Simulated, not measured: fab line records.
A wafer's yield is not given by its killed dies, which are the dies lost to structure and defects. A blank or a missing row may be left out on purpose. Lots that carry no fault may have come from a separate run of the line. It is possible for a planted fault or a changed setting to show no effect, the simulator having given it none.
Lot-split experiment || flow sky130 || route with 708 steps; 5 lots, 23 wafers read

== ON THE SPLIT ==
At SKY_VT_ADJUST_HVTR_SOFTBAKE_03 (time 60 s), the setting tempC was moved away from the recipe's 90 C on 8 of the 23 wafers read, by -4.1% to +2.2%. The other wafers ran this setting at the recipe's value.

== FROM THE SPLIT TO THE READING: what the file shows between them, 2 steps ==
- SKY_VT_ADJUST_HVTR_EXPOSE_04: exposes mask HVTRM, target cd 380 nm
- SKY_VT_ADJUST_HVTR_PEB_05

== THE READING ==
NOVOLAK_of_VT_ADJUST_HVTR_COAT_02.thkNm (the simulator's own value, which no gauge read), in nm, at SKY_VT_ADJUST_HVTR_DEVELOP_06 (develop time 60 s). There is no usual value for it anywhere in the file. Average 1140 nm, standard deviation 2.8 nm, over the 15 wafers here run with the recipe.

{"wafer": "L076.2", "tool, chamber at the split": "lithoTrack-02, 0", "tempC as run, C": 91.98, "against the recipe": "+2.2%", "NOVOLAK_of_VT_ADJUST_HVTR_COAT_02.thkNm, nm": 1132, "against lot-mates on the recipe": -7}
{"wafer": "L076.3", "tool, chamber at the split": "lithoTrack-02, 0", "tempC as run, C": 90, "against the recipe": "recipe", "NOVOLAK_of_VT_ADJUST_HVTR_COAT_02.thkNm, nm": 1141, "against lot-mates on the recipe": "-"}
{"wafer": "L076.4", "tool, chamber at the split": "lithoTrack-02, 0", "tempC as run, C": 90, "against the recipe": "recipe", "NOVOLAK_of_VT_ADJUST_HVTR_COAT_02.thkNm, nm": 1139, "against lot-mates on the recipe": "-"}
{"wafer": "L076.5", "tool, chamber at the split": "lithoTrack-02, 0", "tempC as run, C": 90, "against the recipe": "recipe", "NOVOLAK_of_VT_ADJUST_HVTR_COAT_02.thkNm, nm": 1136, "against lot-mates on the recipe": "-"}
{"wafer": "L076.6", "tool, chamber at the split": "lithoTrack-02, 0", "tempC as run, C": 91.98, "against the recipe": "+2.2%", "NOVOLAK_of_VT_ADJUST_HVTR_COAT_02.thkNm, nm": 1135, "against lot-mates on the recipe": -4}
{"wafer": "L080.1", "tool, chamber at the split": "lithoTrack-01, 0", "tempC as run, C": 91.63, "against the recipe": "+1.8%", "NOVOLAK_of_VT_ADJUST_HVTR_COAT_02.thkNm, nm": 1139, "against lot-mates on the recipe": -3}
{"wafer": "L080.3", "tool, chamber at the split": "lithoTrack-01, 0", "tempC as run, C": 90, "against the recipe": "recipe", "NOVOLAK_of_VT_ADJUST_HVTR_COAT_02.thkNm, nm": 1143, "against lot-mates on the recipe": "-"}
{"wafer": "L080.4", "tool, chamber at the split": "lithoTrack-01, 0", "tempC as run, C": 90, "against the recipe": "recipe", "NOVOLAK_of_VT_ADJUST_HVTR_COAT_02.thkNm, nm": 1141, "against lot-mates on the recipe": "-"}
{"wafer": "L080.5", "tool, chamber at the split": "lithoTrack-01, 0", "tempC as run, C": 90, "against the recipe": "recipe", "NOVOLAK_of_VT_ADJUST_HVTR_COAT_02.thkNm, nm": 1141, "against lot-mates on the recipe": "-"}
{"wafer": "L080.6", "tool, chamber at the split": "lithoTrack-01, 0", "tempC as run, C": 91.63, "against the recipe": "+1.8%", "NOVOLAK_of_VT_ADJUST_HVTR_COAT_02.thkNm, nm": 1138, "against lot-mates on the recipe": -4}
{"wafer": "L081.1", "tool, chamber at the split": "lithoTrack-02, 0", "tempC as run, C": 91.69, "against the recipe": "+1.9%", "NOVOLAK_of_VT_ADJUST_HVTR_COAT_02.thkNm, nm": 1135, "against lot-mates on the recipe": -6}
{"wafer": "L081.2", "tool, chamber at the split": "lithoTrack-02, 0", "tempC as run, C": 91.69, "against the recipe": "+1.9%", "NOVOLAK_of_VT_ADJUST_HVTR_COAT_02.thkNm, nm": 1134, "against lot-mates on the recipe": -7}
{"wafer": "L081.3", "tool, chamber at the split": "lithoTrack-02, 0", "tempC as run, C": 90, "against the recipe": "recipe", "NOVOLAK_of_VT_ADJUST_HVTR_COAT_02.thkNm, nm": 1144, "against lot-mates on the recipe": "-"}
{"wafer": "L081.4", "tool, chamber at the split": "lithoTrack-02, 0", "tempC as run, C": 90, "against the recipe": "recipe", "NOVOLAK_of_VT_ADJUST_HVTR_COAT_02.thkNm, nm": 1139, "against lot-mates on the recipe": "-"}
{"wafer": "L081.6", "tool, chamber at the split": "lithoTrack-02, 0", "tempC as run, C": 90, "against the recipe": "recipe", "NOVOLAK_of_VT_ADJUST_HVTR_COAT_02.thkNm, nm": 1139, "against lot-mates on the recipe": "-"}
{"wafer": "L082.1", "tool, chamber at the split": "lithoTrack-01, 0", "tempC as run, C": 90, "against the recipe": "recipe", "NOVOLAK_of_VT_ADJUST_HVTR_COAT_02.thkNm, nm": 1135, "against lot-mates on the recipe": "-"}
{"wafer": "L082.2", "tool, chamber at the split": "lithoTrack-01, 0", "tempC as run, C": 86.32, "against the recipe": "-4.1%", "NOVOLAK_of_VT_ADJUST_HVTR_COAT_02.thkNm, nm": 1149, "against lot-mates on the recipe": "+13"}
{"wafer": "L082.4", "tool, chamber at the split": "lithoTrack-01, 0", "tempC as run, C": 90, "against the recipe": "recipe", "NOVOLAK_of_VT_ADJUST_HVTR_COAT_02.thkNm, nm": 1137, "against lot-mates on the recipe": "-"}
{"wafer": "L082.6", "tool, chamber at the split": "lithoTrack-01, 0", "tempC as run, C": 90, "against the recipe": "recipe", "NOVOLAK_of_VT_ADJUST_HVTR_COAT_02.thkNm, nm": 1137, "against lot-mates on the recipe": "-"}
{"wafer": "L082.5", "tool, chamber at the split": "lithoTrack-01, 0", "tempC as run, C": 86.32, "against the recipe": "-4.1%", "NOVOLAK_of_VT_ADJUST_HVTR_COAT_02.thkNm, nm": 1148, "against lot-mates on the recipe": "+12"}
{"wafer": "L084.3", "tool, chamber at the split": "lithoTrack-01, 0", "tempC as run, C": 90, "against the recipe": "recipe", "NOVOLAK_of_VT_ADJUST_HVTR_COAT_02.thkNm, nm": 1140, "against lot-mates on the recipe": "-"}
{"wafer": "L084.5", "tool, chamber at the split": "lithoTrack-01, 0", "tempC as run, C": 90, "against the recipe": "recipe", "NOVOLAK_of_VT_ADJUST_HVTR_COAT_02.thkNm, nm": 1142, "against lot-mates on the recipe": "-"}
{"wafer": "L084.6", "tool, chamber at the split": "lithoTrack-01, 0", "tempC as run, C": 90, "against the recipe": "recipe", "NOVOLAK_of_VT_ADJUST_HVTR_COAT_02.thkNm, nm": 1145, "against lot-mates on the recipe": "-"}

FIT RESULTS
A straight line over all 23 wafers: NOVOLAK_of_VT_ADJUST_HVTR_COAT_02.thkNm changes by -2.18 nm for each +1% of tempC; r = -0.80; the points scatter about the line by 2.6 nm.
The same after taking each lot's own level away (the mean of its wafers on the recipe; 23 wafers): -2.78 nm for each +1%; r = -0.93; scatter 1.7 nm.
On that fit, the largest move of tempC shifts the reading by 11 nm.
Across the lots, their own levels run from 1136.3 to 1142.3 nm, a range of 2.1 times the standard deviation given above.
So the lot-to-lot level changes the slope: the two fits differ.
Check: with one of the wafers moved furthest among these (-4.1%) left out of the fit, the line predicts +11 nm for it against its lot-mates. Against them it came out at +12.7 nm.

== THE WHOLE CHAIN: every reading that the file lists as answering this split, in the file's order ==
{"step": "SKY_VT_ADJUST_HVTR_DEVELOP_06", "what it does": "develop time 60 s", "reading": "NOVOLAK_of_VT_ADJUST_HVTR_COAT_02.thkNm (the simulator's own value, which no gauge read)", "change (the file's fit)": "-2.71 nm for each +1% of the setting", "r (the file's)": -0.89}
{"step": "SKY_VT_ADJUST_HVTR_STRIP_10", "what it does": "strips in O2/N2", "reading": "stripTimeToEndpointS", "change (the file's fit)": "withheld for each +1% of the setting", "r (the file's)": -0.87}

== FILE'S OWN FIT ==
NOVOLAK_of_VT_ADJUST_HVTR_COAT_02.thkNm changes by -2.71 nm for each +1% of tempC, r = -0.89.
